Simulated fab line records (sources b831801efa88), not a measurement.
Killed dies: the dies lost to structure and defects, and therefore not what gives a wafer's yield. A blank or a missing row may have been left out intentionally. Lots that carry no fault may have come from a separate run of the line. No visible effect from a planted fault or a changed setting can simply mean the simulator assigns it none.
Which of the tools did it? :: flow gf180mcu :: 42 wafers from 14 lots sampled at 4 of the route's 602 steps

## WHAT THE GAUGES READ, wafer by wafer
GF_STI_THK_MEAS_02.
lot: L564
measured: day 1 16:32
on: film metro-04
STI_OXIDATION_THK (nm): 10.14 9.97 10.04

lot: L565
measured: day 1 21:31
on: film metro-02
STI_OXIDATION_THK (nm): 9.95 9.98 10.00

lot: L566
measured: day 2 02:44
on: film metro-03
STI_OXIDATION_THK (nm): 10.07 10.05 9.96

lot: L571
measured: day 3 03:31
on: film metro-03
STI_OXIDATION_THK (nm): 10.17 9.94 10.39

lot: L572
measured: day 3 08:31
on: film metro-04
STI_OXIDATION_THK (nm): 10.04 10.01 10.16

lot: L576
measured: day 4 05:16
on: film metro-03
STI_OXIDATION_THK (nm): 10.29 10.16 10.13

lot: L578
measured: day 4 16:48
on: film metro-03
STI_OXIDATION_THK (nm): 10.13 9.91 9.94

lot: L579
measured: day 4 22:13
on: film metro-02
STI_OXIDATION_THK (nm): 10.22 10.13 10.20

lot: L580
measured: day 5 01:03
on: film metro-03
STI_OXIDATION_THK (nm): 9.84 9.94 9.89

lot: L581
measured: day 5 05:32
on: film metro-03
STI_OXIDATION_THK (nm): 10.06 9.95 9.76

lot: L583
measured: day 5 16:47
on: film metro-03
STI_OXIDATION_THK (nm): 10.06 9.99 10.06

lot: L584
measured: day 5 21:10
on: film metro-02
STI_OXIDATION_THK (nm): 9.90 10.06 10.04

lot: L585
measured: day 6 01:37
on: film metro-02
STI_OXIDATION_THK (nm): 10.07 10.22 10.12

lot: L586
measured: day 6 06:31
on: film metro-04
STI_OXIDATION_THK (nm): 9.92 10.05 9.94

GF_VT_IMPLANT_RS_MEAS_47: the measuring method here is four-point-probe.
lot: L564
measured: day 7 20:10
on: film metro-04
NWELL_RS (ohm/sq): 488.4 489.4 488.8

lot: L565
measured: day 8 01:50
on: film metro-01
NWELL_RS (ohm/sq): 486.9 487.6 487.1

lot: L566
measured: day 8 13:26
on: film metro-04
NWELL_RS (ohm/sq): 487.6 489.4 487.5

lot: L571
measured: day 9 19:52
on: film metro-04
NWELL_RS (ohm/sq): 490.0 487.9 488.4

lot: L572
measured: day 10 03:08
on: film metro-03
NWELL_RS (ohm/sq): 488.5 488.2 490.0

lot: L576
measured: day 11 08:59
on: film metro-03
NWELL_RS (ohm/sq): 486.9 487.4 486.9

lot: L578
measured: day 11 20:57
on: film metro-03
NWELL_RS (ohm/sq): 488.3 487.2 487.7

lot: L579
measured: day 12 04:02
on: film metro-03
NWELL_RS (ohm/sq): 487.9 487.4 488.2

lot: L580
measured: day 12 07:00
on: film metro-03
NWELL_RS (ohm/sq): 486.6 486.6 487.5

lot: L581
measured: day 12 14:10
on: film metro-01
NWELL_RS (ohm/sq): 486.7 486.9 486.0

lot: L583
measured: day 13 07:06
on: film metro-01
NWELL_RS (ohm/sq): 487.5 488.5 487.2

lot: L584
measured: day 13 15:57
on: film metro-04
NWELL_RS (ohm/sq): 489.0 489.6 489.9

lot: L585
measured: day 13 18:02
on: film metro-03
NWELL_RS (ohm/sq): 487.0 488.3 488.6

lot: L586
measured: day 14 00:34
on: film metro-01
NWELL_RS (ohm/sq): 488.4 488.2 488.9

GF_HV_LDD_CD_MEAS_07: target cd 400 nm.
lot: L564
measured: day 10 05:18
on: cd sem-01
cd nm (nm): 398.3 397.6 397.6

lot: L565
measured: day 10 15:19
on: cd sem-01
cd nm (nm): 397.8 399.6 401.6

lot: L566
measured: day 11 03:31
on: cd sem-02
cd nm (nm): 400.5 401.0 398.4

lot: L571
measured: day 12 12:38
on: cd sem-02
cd nm (nm): 439.0 396.6 438.6

lot: L572
measured: day 12 21:07
on: cd sem-02
cd nm (nm): 401.2 438.0 438.3

lot: L576
measured: day 14 02:57
on: cd sem-01
cd nm (nm): 404.0 404.4 404.6

lot: L578
measured: day 14 15:34
on: cd sem-01
cd nm (nm): 398.1 399.4 398.0

lot: L579
measured: day 15 02:35
on: cd sem-01
cd nm (nm): 399.3 401.3 399.7

lot: L580
measured: day 15 03:49
on: cd sem-01
cd nm (nm): 397.8 397.0 399.8

lot: L581
measured: day 15 13:12
on: cd sem-02
cd nm (nm): 403.0 404.6 402.0

lot: L583
measured: day 16 08:30
on: cd sem-01
cd nm (nm): 398.4 397.1 399.4

lot: L584
measured: day 16 17:29
on: cd sem-01
cd nm (nm): 400.6 399.1 399.2

lot: L585
measured: day 16 20:53
on: cd sem-01
cd nm (nm): 403.2 401.0 400.7

lot: L586
measured: day 17 02:04
on: cd sem-02
cd nm (nm): 397.0 398.1 398.2

## EACH LOT AND THE TOOL THAT RAN IT (in order: tool; ch and the chambers of the sampled wafers; start)
lot: L564
GF_HV_LDD_DEVELOP_06: litho track-02 ch 0, day 10 05:10

lot: L565
GF_HV_LDD_DEVELOP_06: litho track-02 ch 0, day 10 15:10

lot: L566
GF_HV_LDD_DEVELOP_06: litho track-01 ch 0, day 11 03:22

lot: L571
GF_HV_LDD_DEVELOP_06: litho track-01 ch 0, day 12 12:29

lot: L572
GF_HV_LDD_DEVELOP_06: litho track-01 ch 0, day 12 20:58

lot: L576
GF_HV_LDD_DEVELOP_06: litho track-02 ch 0, day 14 02:48

lot: L578
GF_HV_LDD_DEVELOP_06: litho track-02 ch 0, day 14 15:26

lot: L579
GF_HV_LDD_DEVELOP_06: litho track-04 ch 0, day 15 02:26

lot: L580
GF_HV_LDD_DEVELOP_06: litho track-02 ch 0, day 15 03:41

lot: L581
GF_HV_LDD_DEVELOP_06: litho track-01 ch 0, day 15 13:04

lot: L583
GF_HV_LDD_DEVELOP_06: litho track-04 ch 0, day 16 08:21

lot: L584
GF_HV_LDD_DEVELOP_06: litho track-01 ch 0, day 16 17:20

lot: L585
GF_HV_LDD_DEVELOP_06: litho track-04 ch 0, day 16 20:45

lot: L586
GF_HV_LDD_DEVELOP_06: litho track-02 ch 0, day 17 01:56
- GF_HV_LDD_DEVELOP_06: develop time 60 s.

## WHAT THE TOOLS THEMSELVES READ (means of the sampled wafers that have a number; where no wafer has one, the mark that the record gives instead)
GF_HV_LDD_DEVELOP_06.
lot: L564
tool: litho track-02
developer temp C (C): 23.02

lot: L565
tool: litho track-02
developer temp C (C): 22.99

lot: L566
tool: litho track-01
developer temp C (C): 23.10

lot: L571
tool: litho track-01
developer temp C (C): 23.05

lot: L572
tool: litho track-01
developer temp C (C): 23.02

lot: L576
tool: litho track-02
developer temp C (C): 22.97

lot: L578
tool: litho track-02
developer temp C (C): 23.01

lot: L579
tool: litho track-04
developer temp C (C): 23.16

lot: L580
tool: litho track-02
developer temp C (C): 22.93

lot: L581
tool: litho track-01
developer temp C (C): 22.89

lot: L583
tool: litho track-04
developer temp C (C): 23.10

lot: L584
tool: litho track-01
developer temp C (C): 23.14

lot: L585
tool: litho track-04
developer temp C (C): 23.05

lot: L586
tool: litho track-02
developer temp C (C): 22.96

## THE ANSWER, worked out from the rows above alone
Rule: usual is defined by the lots themselves. The widest of any qualifying gaps counts: lots, ordered by their means at a reading, are off when they make up no more than a third of the lots, leave a main group of 4 or more, and stand apart from it by 3 or more times the standard deviation of that group's means. If all means in a main group match to the digits the tables above print for the reading, that group is not used. Also off: a lot with no number at a reading for which 4 or more lots have one. Any other lot the step has rows for is counted as sound. First the gauges in route order, then the tools' own readings, where a lot's mean is used as printed above. The first step at which some lot is off is used, and at that step the reading that is off furthest; a lot without a number counts as furthest.
Off at GF_HV_LDD_CD_MEAS_07 (cd nm): L571, L572. Mean 399.9 nm and standard deviation 2 in the main group.
If a tool, at a process step before that reading, ran all the lots that are off and no sound lot after the first of them, it fits. Those tools and the gauges at GF_HV_LDD_CD_MEAS_07 are tried in the same way. None of those tried fits.

## WHAT THE SIMULATOR HAD INSERTED
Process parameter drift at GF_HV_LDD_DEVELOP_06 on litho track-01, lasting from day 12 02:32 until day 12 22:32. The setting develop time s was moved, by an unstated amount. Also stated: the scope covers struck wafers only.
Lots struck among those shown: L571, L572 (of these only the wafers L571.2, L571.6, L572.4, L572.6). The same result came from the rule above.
